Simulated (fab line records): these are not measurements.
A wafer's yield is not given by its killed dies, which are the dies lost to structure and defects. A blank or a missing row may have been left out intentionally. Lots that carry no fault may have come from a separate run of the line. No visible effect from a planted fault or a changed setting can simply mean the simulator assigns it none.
Which tool did it? | flow sky130 | 14 lots, 42 wafers sampled, at 2 steps of a route of 708

## WHAT THE GAUGES SHOWED, per wafer
No reading from a measuring or inspecting step in the record can be judged against a usual standard deviation.

## TOOL THAT RAN EACH LOT (tool first, then ch and the chambers of the sampled wafers, then the start)
lot  | SKY_SD_P_IMPLANT_09             | SKY_SD_P_STRIP_10
L174 | implanter-02 ch 0, day 25 15:38 | plasma_asher-02 ch 0,1, day 25 15:56
L175 | implanter-02 ch 0, day 26 00:28 | plasma_asher-01 ch 0,1, day 26 00:35
L176 | implanter-01 ch 0, day 26 07:59 | plasma_asher-04 ch 0,1, day 26 08:08
L180 | implanter-02 ch 0, day 27 10:35 | plasma_asher-01 ch 0,1, day 27 10:44
L181 | implanter-02 ch 0, day 28 17:56 | plasma_asher-04 ch 0,1, day 28 18:05
L189 | implanter-01 ch 0, day 30 18:20 | plasma_asher-01 ch 0,1, day 30 18:29
L190 | implanter-01 ch 0, day 31 05:02 | plasma_asher-01 ch 0,1, day 31 05:11
L191 | implanter-01 ch 0, day 31 05:47 | plasma_asher-02 ch 0,1, day 31 05:56
L192 | implanter-01 ch 0, day 31 07:55 | plasma_asher-02 ch 0,1, day 31 08:01
L193 | implanter-01 ch 0, day 31 20:26 | plasma_asher-01 ch 0,1, day 31 20:35
L194 | implanter-04 ch 0, day 32 03:02 | plasma_asher-01 ch 0,1, day 32 03:11
L195 | implanter-01 ch 0, day 32 10:44 | plasma_asher-04 ch 0,1, day 32 10:52
L196 | implanter-04 ch 0, day 33 04:19 | plasma_asher-02 ch 0, day 33 04:26
L197 | implanter-04 ch 0, day 33 08:47 | plasma_asher-01 ch 0,1, day 33 08:56
- SKY_SD_P_IMPLANT_09
- SKY_SD_P_STRIP_10: strips in O2/N2.

## WHAT THE TOOLS THEMSELVES READ (means of the sampled wafers that have a number; where no wafer has one, the mark that the record gives instead)
SKY_SD_P_IMPLANT_09.
lot  | tool         | dose_ions_cm2
L174 | implanter-02 | 3.0002e+15
L175 | implanter-02 | 2.9985e+15
L176 | implanter-01 | 2.9986e+15
L180 | implanter-02 | 3.1658e+15
L181 | implanter-02 | 3.1717e+15
L189 | implanter-01 | 3.0014e+15
L190 | implanter-01 | 2.9995e+15
L191 | implanter-01 | 3.0001e+15
L192 | implanter-01 | 2.9983e+15
L193 | implanter-01 | 2.9994e+15
L194 | implanter-04 | 3.0053e+15
L195 | implanter-01 | 3.0005e+15
L196 | implanter-04 | 2.9991e+15
L197 | implanter-04 | 3.0008e+15

SKY_SD_P_STRIP_10.
lot  | tool            | drypump_motor_current_A (A) | o2_flow_sccm (sccm) | oes_product_au (a.u.) | strip_time_to_endpoint_s (s)
L174 | plasma_asher-02 | 5.8                         | 3002                | 0.616                 | 17.48
L175 | plasma_asher-01 | 5.9                         | 2997                | 0.618                 | 17.46
L176 | plasma_asher-04 | 6.4                         | 3006                | 0.616                 | 17.52
L180 | plasma_asher-01 | 6.0                         | 3009                | 0.618                 | 17.65
L181 | plasma_asher-04 | 6.5                         | 2998                | 0.616                 | 17.63
L189 | plasma_asher-01 | 5.9                         | 3004                | 0.619                 | 17.48
L190 | plasma_asher-01 | 5.9                         | 3002                | 0.619                 | 17.47
L191 | plasma_asher-02 | 5.8                         | 3003                | 0.615                 | 17.45
L192 | plasma_asher-02 | 5.8                         | 3007                | 0.624                 | 17.49
L193 | plasma_asher-01 | 5.9                         | 2997                | 0.613                 | 17.49
L194 | plasma_asher-01 | 5.9                         | 2999                | 0.618                 | 17.48
L195 | plasma_asher-04 | 6.5                         | 2990                | 0.620                 | 17.54
L196 | plasma_asher-02 | 5.6                         | 2995                | 0.616                 | 17.56
L197 | plasma_asher-01 | 5.9                         | 3004                | 0.616                 | 17.46

## THE ANSWER, worked out from the rows above alone
Rule: what is usual is taken from the lots themselves. The widest of any qualifying gaps counts: lots, ordered by their means at a reading, are off when they make up no more than a third of the lots, leave a main group of 4 or more, and stand apart from it by 3 or more times the standard deviation of that group's means. A main group whose means are all the same, to the digits that the tables above print for the reading, isn't used. A lot without any number at a reading at which 4 lots or more have one is off too. The other lots that the step has rows for count as sound. Order of review: gauges by route order, followed by the tools' own readings, for which a lot's mean as printed above is used. The first step at which some lot is off is used, and at that step the reading that is off furthest; a lot without a number counts as furthest.
Off, at SKY_SD_P_IMPLANT_09 on dose_ions_cm2: L180, L181. The main group has a mean of 3.0001e+15 with a standard deviation of 1.8e+12.
If a tool, at that step or one of the process steps before it, ran each lot that is off and ran no sound lot following the first of them, it fits. One fits: implanter-02 at SKY_SD_P_IMPLANT_09. Its last sound lot is L175 (day 26 00:28), its first lot that is off L180 (day 27 10:35): a fault that began between those two fits.
On the lots that are off, the tool's own readings at SKY_SD_P_IMPLANT_09 differ by more than 5 times the standard deviation of the sound lots' means, which bears it out; dose_ions_cm2 reads 3.1688e+15 there versus 3.0001e+15 on the sound lots.

## WHAT HAD BEEN PUT IN BY THE SIMULATOR
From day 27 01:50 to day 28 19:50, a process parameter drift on implanter-02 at SKY_SD_P_IMPLANT_09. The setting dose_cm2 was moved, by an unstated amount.
Lots struck among those shown: L180, L181. The same result came from the rule above.
